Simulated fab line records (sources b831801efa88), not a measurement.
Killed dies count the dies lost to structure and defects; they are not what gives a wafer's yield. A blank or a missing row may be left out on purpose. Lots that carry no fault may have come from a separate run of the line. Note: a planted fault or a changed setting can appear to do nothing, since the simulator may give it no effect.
fab line records	flow sky130
record: lots: 13	wafers: 39	last_day: 50
route steps=708 shown SD_N@351
lots with no fault: from the same line, run without faults
start_h: hours from the record's first day to the start of the lot's first wafer shown	wait_h: hours from the lot's prior step to this one	" as in the row above	L1.1+2: one row covering several wafers at once	- either no value or no given start	* or withheld: withheld	< > ~ a bound
route shown NAME@n: a module of which the file shows steps, and the number in the route of the first	usual: the fault-free wafers' mean and standard deviation	same: alike in all rows	chamber/n: place in a boat	sites: each site's reading	_std_site: standard deviation of those values	_edge_site: mean of outer sites minus mean of inner sites	radius_mm: for every site, how far away it sits from the centre of the wafer	mask NAME#n: copy n	behind: the tool/chamber that last shaped the wafer	hold: the reason the lot was held/the length of the hold in hours/how it ended	device: transistor that didn't switch, given as n, p or np	end of line: tests of these same wafers at the route's end	step lacking rows: just its recipe	killed: count of dies lost to structure and defects at first sort (not the wafer's yield)	map: a wafer's dies, x killed, . not, _ none there
set.NAME: the setting that was run; set.NAME@STEP: the one run at that earlier step	model.NAME: the simulator's own value behind a step, which no gauge read
one table for each step of the route and one row for each wafer, over a sample of lots
services: from which hour (start_h, from the record's first day; less than 0 if before it) a tool's chamber was out of use, for how many hours, and why
== steps ==
step: SKY_SD_N_IMPLANT_09
recipe: species: As	energy_kev: 50	dose_cm2: 4e+15	tilt_deg: 0
usual: beam_on_s: 16.7/1.6	dose_ions_cm2: 4e+15/4.3e+12	end_station_pressure_torr: 1.44e-05/1.4e-06	faraday_current_uA: 13233/1300
lot.wafer	tool	chamber	start_h	wait_h	beam_on_s	dose_ions_cm2	end_station_pressure_torr	faraday_current_uA
L505.1	implanter-03	0	647.20	0.0	14.6	4.001e+15	1.6e-05	14847
L505.2	"	0	"	"	15.1	3.997e+15	1.6e-05	14334
L505.6	"	0	"	"	14.5	4e+15	1.55e-05	14996
L507.1	implanter-02	0	669.04	0.0	18.0	3.994e+15	1.31e-05	12110
L507.4	"	0	"	"	18.2	3.997e+15	1.35e-05	12048
L507.6	"	0	"	"	18.4	3.998e+15	1.39e-05	11871
L509.1	implanter-02	0	681.71	0.0	17.8	4.002e+15	1.27e-05	12259
L509.3	"	0	"	"	18.5	3.994e+15	1.29e-05	11820
L509.4	"	0	"	"	17.7	3.995e+15	1.51e-05	12289
L511.2	implanter-02	0	695.63	0.0	17.6	4.004e+15	1.29e-05	12445
L511.3	"	0	"	"	18.4	4.006e+15	1.4e-05	11924
L511.4	"	0	"	"	18.0	4.003e+15	1.4e-05	12100
L515.1	implanter-03	0	729.29	0.0	14.6	4.004e+15	1.79e-05	14913
L515.4	"	0	"	"	15.1	4.001e+15	1.53e-05	14356
L515.6	"	0	"	"	14.5	4e+15	1.45e-05	14912
L516.2	implanter-03	0	738.22	0.0	14.5	4.004e+15	1.62e-05	15006
L516.5	"	0	"	"	15.5	4.002e+15	1.66e-05	13973
L516.6	"	0	"	"	14.5	4.004e+15	1.52e-05	14881
L517.1	implanter-02	0	743.22	0.0	17.9	4.004e+15	1.29e-05	12249
L517.3	"	0	"	"	18.3	3.998e+15	1.32e-05	11981
L517.6	"	0	"	"	18.1	3.995e+15	1.27e-05	12076
L519.1	implanter-02	0	762.77	0.0	9.6	4.01e+14	6.8e-06	2336
L519.4	"	0	"	"	10.2	4.07e+14	6.9e-06	2203
L519.5	"	0	"	"	9.8	4e+14	6.4e-06	2270
L521.1	implanter-01	0	787.07	0.0	17.6	4.007e+15	1.33e-05	12446
L521.2	"	0	"	"	17.8	3.997e+15	1.41e-05	12238
L521.3	"	0	"	"	17.7	3.998e+15	1.3e-05	12350
L522.1	implanter-02	0	789.99	0.0	10.1	4.02e+14	6.6e-06	2228
L522.4	"	0	"	"	10.1	4.03e+14	7e-06	2210
L522.6	"	0	"	"	10.0	4e+14	6.6e-06	2252
L524.1	implanter-02	0	796.82	0.0	10.1	3.92e+14	6.4e-06	2214
L524.4	"	0	"	"	10.2	4.01e+14	7.1e-06	2205
L524.6	"	0	"	"	10.0	3.91e+14	7.1e-06	2237
L527.2	implanter-03	0	820.03	0.0	14.5	4.005e+15	1.61e-05	14993
L527.3	"	0	"	"	14.1	4.009e+15	1.74e-05	15279
L527.4	"	0	"	"	14.5	3.995e+15	1.67e-05	14945
L528.2	implanter-01	0	825.57	0.0	17.8	4.002e+15	1.3e-05	12339
L528.3	"	0	"	"	18.1	4.003e+15	1.26e-05	12074
L528.6	"	0	"	"	17.8	4.007e+15	1.26e-05	12281
step: SKY_SD_N_STRIP_11
recipe: chemistry: O2/N2	power_w: 1400	pressure_mtorr: 1500	platen_temp_c: withheld	o2_flow_sccm: 3000	n2_flow_sccm: 300	overash_fraction: 0.5
usual: drypump_motor_current_A: 5.7/0.45	oes_product_au: 0.527/0.0044	strip_time_to_endpoint_s: 22.57/0.04
lot.wafer	tool	chamber	start_h	wait_h	drypump_motor_current_A	oes_product_au	rf_hours_counter_h	strip_time_to_endpoint_s
L505.1	plasma_asher-02	0	647.50	0.1	6.6	0.527	47	22.63
L505.2	"	1	"	"	5.5	0.529	47	22.57
L505.6	"	0	"	"	6.6	0.532	-	22.59
L507.1	plasma_asher-01	1	669.34	0.1	5.8	0.524	89	22.61
L507.4	"	1	"	"	5.7	0.526	-	22.53
L507.6	"	1	"	"	5.7	0.531	-	22.56
L509.1	plasma_asher-04	1	682.01	0.1	5.9	0.528	99	22.55
L509.3	"	1	"	"	5.9	0.533	-	22.52
L509.4	"	0	"	"	5.8	0.522	-	22.55
L511.2	plasma_asher-01	0	695.91	0.1	5.3	0.529	92	22.59
L511.3	"	0	"	"	5.3	0.522	-	22.55
L511.4	"	1	"	"	5.8	0.525	-	22.49
L515.1	plasma_asher-02	0	729.59	0.1	6.6	0.528	55	22.59
L515.4	"	0	"	"	6.6	0.526	-	22.64
L515.6	"	1	"	"	5.5	0.527	-	22.63
L516.2	plasma_asher-02	1	738.49	0.1	5.4	0.530	57	22.52
L516.5	"	0	"	"	6.6	0.525	-	22.56
L516.6	"	1	"	"	5.4	0.531	-	22.53
L517.1	plasma_asher-02	0	743.52	0.1	6.6	0.537	57	22.53
L517.3	"	1	"	"	5.4	0.528	-	22.56
L517.6	"	0	"	"	6.6	0.528	-	22.59
L519.1	plasma_asher-01	1	763.07	0.1	5.7	0.659	98	15.57
L519.4	"	1	"	"	5.7	0.659	-	15.60
L519.5	"	0	"	"	5.2	0.660	-	15.64
L521.1	plasma_asher-01	1	787.37	0.1	5.8	0.532	100	22.56
L521.2	"	0	"	"	5.2	0.523	100	22.53
L521.3	"	0	"	"	5.3	0.532	-	22.58
L522.1	plasma_asher-01	0	790.29	0.1	5.3	0.661	101	15.58
L522.4	"	1	"	"	5.7	0.664	-	15.55
L522.6	"	0	"	"	5.2	0.659	-	15.62
L524.1	plasma_asher-01	1	797.12	0.1	5.7	0.651	102	15.60
L524.4	"	0	"	"	5.2	0.666	-	15.69
L524.6	"	0	"	"	5.3	0.659	-	15.67
L527.2	plasma_asher-02	1	820.31	0.1	5.5	0.527	65	22.57
L527.3	"	0	"	"	6.6	0.525	-	22.57
L527.4	"	1	"	"	5.4	0.529	-	22.56
L528.2	plasma_asher-01	0	825.84	0.1	5.2	0.529	105	22.54
L528.3	"	1	"	"	5.8	0.524	-	22.57
L528.6	"	1	"	"	5.8	0.540	-	22.55
step: SKY_SD_N_TW_MEAS_12
usual: SD_N_TW: 3989/44
lot.wafer	tool	chamber	start_h	wait_h	SD_N_TW
L505.1	film_metro-03	-	647.60	0.1	3989
L505.2	"	-	"	"	3975
L505.6	"	-	"	"	4004
L507.1	film_metro-03	-	669.44	0.1	3938
L507.4	"	-	"	"	3922
L507.6	"	-	"	"	3955
L509.1	film_metro-01	-	682.11	0.1	3993
L509.3	"	-	"	"	4000
L509.4	"	-	"	"	3987
L511.2	film_metro-01	-	696.02	0.1	3959
L511.3	"	-	"	"	3949
L511.4	"	-	"	"	3961
L515.1	film_metro-03	-	729.69	0.1	3938
L515.4	"	-	"	"	3946
L515.6	"	-	"	"	3949
L516.2	film_metro-02	-	738.60	0.1	4054
L516.5	"	-	"	"	4057
L516.6	"	-	"	"	4050
L517.1	film_metro-02	-	743.62	0.1	4061
L517.3	"	-	"	"	4068
L517.6	"	-	"	"	4064
L519.1	film_metro-02	-	763.17	0.1	3320
L519.4	"	-	"	"	3299
L519.5	"	-	"	"	3309
L521.1	film_metro-03	-	787.47	0.1	3956
L521.2	"	-	"	"	3967
L521.3	"	-	"	"	3931
L522.1	film_metro-03	-	790.39	0.1	3244
L522.4	"	-	"	"	3232
L522.6	"	-	"	"	3268
L524.1	film_metro-03	-	797.22	0.1	3238
L524.4	"	-	"	"	3246
L524.6	"	-	"	"	3250
L527.2	film_metro-02	-	820.42	0.1	4027
L527.3	"	-	"	"	4006
L527.4	"	-	"	"	4027
L528.2	film_metro-01	-	825.95	0.1	3969
L528.3	"	-	"	"	3990
L528.6	"	-	"	"	3984
step: SKY_SD_N_RS_MEAS_16
recipe: thk_meas_gauge: four-point-probe
usual: SD_N_RS: 68.67/0.12
lot.wafer	tool	chamber	start_h	wait_h	SD_N_RS[ohm/sq]
L505.1	film_metro-02	-	647.89	0.1	68.68
L505.2	"	-	"	"	68.95
L505.6	"	-	"	"	68.81
L507.1	film_metro-02	-	669.73	0.1	68.74
L507.4	"	-	"	"	68.98
L507.6	"	-	"	"	68.68
L509.1	film_metro-01	-	682.39	0.1	68.70
L509.3	"	-	"	"	68.53
L509.4	"	-	"	"	68.62
L511.2	film_metro-03	-	696.32	0.1	68.55
L511.3	"	-	"	"	68.74
L511.4	"	-	"	"	68.63
L515.1	film_metro-01	-	729.98	0.1	68.67
L515.4	"	-	"	"	68.60
L515.6	"	-	"	"	68.68
L516.2	film_metro-01	-	738.90	0.1	68.53
L516.5	"	-	"	"	68.63
L516.6	"	-	"	"	68.80
L517.1	film_metro-01	-	743.90	0.1	68.71
L517.3	"	-	"	"	68.81
L517.6	"	-	"	"	68.70
L519.1	film_metro-01	-	763.45	0.1	187.34
L519.4	"	-	"	"	186.17
L519.5	"	-	"	"	184.74
L521.1	film_metro-01	-	787.75	0.1	68.67
L521.2	"	-	"	"	68.63
L521.3	"	-	"	"	68.73
L522.1	film_metro-01	-	790.73	0.1	187.18
L522.4	"	-	"	"	186.39
L522.6	"	-	"	"	180.56
L524.1	film_metro-03	-	797.50	0.1	186.33
L524.4	"	-	"	"	185.36
L524.6	"	-	"	"	184.40
L527.2	film_metro-01	-	820.72	0.1	68.75
L527.3	"	-	"	"	68.74
L527.4	"	-	"	"	68.77
L528.2	film_metro-02	-	826.25	0.1	68.91
L528.3	"	-	"	"	68.73
L528.6	"	-	"	"	68.66
== services ==
tool	chamber	start_h	hours	kind
implanter-03	-	631.90	6.6	repair
implanter-02	-	664.01	3.0	pm
implanter-01	-	705.65	5.3	repair
implanter-03	-	720.02	4.1	repair
plasma_asher-01	-	728.96	0.9	repair
plasma_asher-04	-	733.75	9.0	pm
plasma_asher-04	0	733.75	9.0	vent_cycle
plasma_asher-04	1	733.75	9.0	vent_cycle
plasma_asher-04	0	742.75	-	clean
plasma_asher-04	1	742.75	-	clean
implanter-02	-	759.93	2.2	repair
implanter-02	-	760.07	2.4	repair
implanter-01	-	796.03	4.6	pm
plasma_asher-04	-	816.29	3.6	repair
== key ==
first_sign: step: SKY_SD_N_IMPLANT_09	reading: dose_ions_cm2	direction: down	sigmas: 99+	usual: *	struck: *
effect: step: SKY_SD_N_IMPLANT_09	reading: faraday_current_uA	direction: down	sigmas: 8.5	usual: 13233	struck: 2239
effect: step: SKY_SD_N_STRIP_11	reading: strip_time_to_endpoint_s	direction: down	sigmas: 99+	usual: *	struck: *
effect: step: SKY_SD_N_TW_MEAS_12	reading: SD_N_TW	direction: down	sigmas: 16	usual: 3989	struck: 3267
effect: step: SKY_SD_N_RS_MEAS_16	reading: SD_N_RS	direction: up	sigmas: 99+	usual: 68.67	struck: 185.39
met_at SKY_SD_N_IMPLANT_09
struck_lots L519,L522,L524
tester_left_out L519,L522,L524
onset_between 743.22 762.77
fault: kind: process_parameter_drift	tool: implanter-02	chamber: -	onset_h: 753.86	steps: SKY_SD_N_IMPLANT_09	channel: dose_cm2	offset: *	shape: step	end_h: 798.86	acts_in: *	stated: *
tester_left_out: of these lots the tester's yield and bins aren't shown, on N5 and GAA mostly nor the transistor test; their killed dies are dies lost to structure and defects alone, not to doping, threshold or leakage, so they don't give the yield
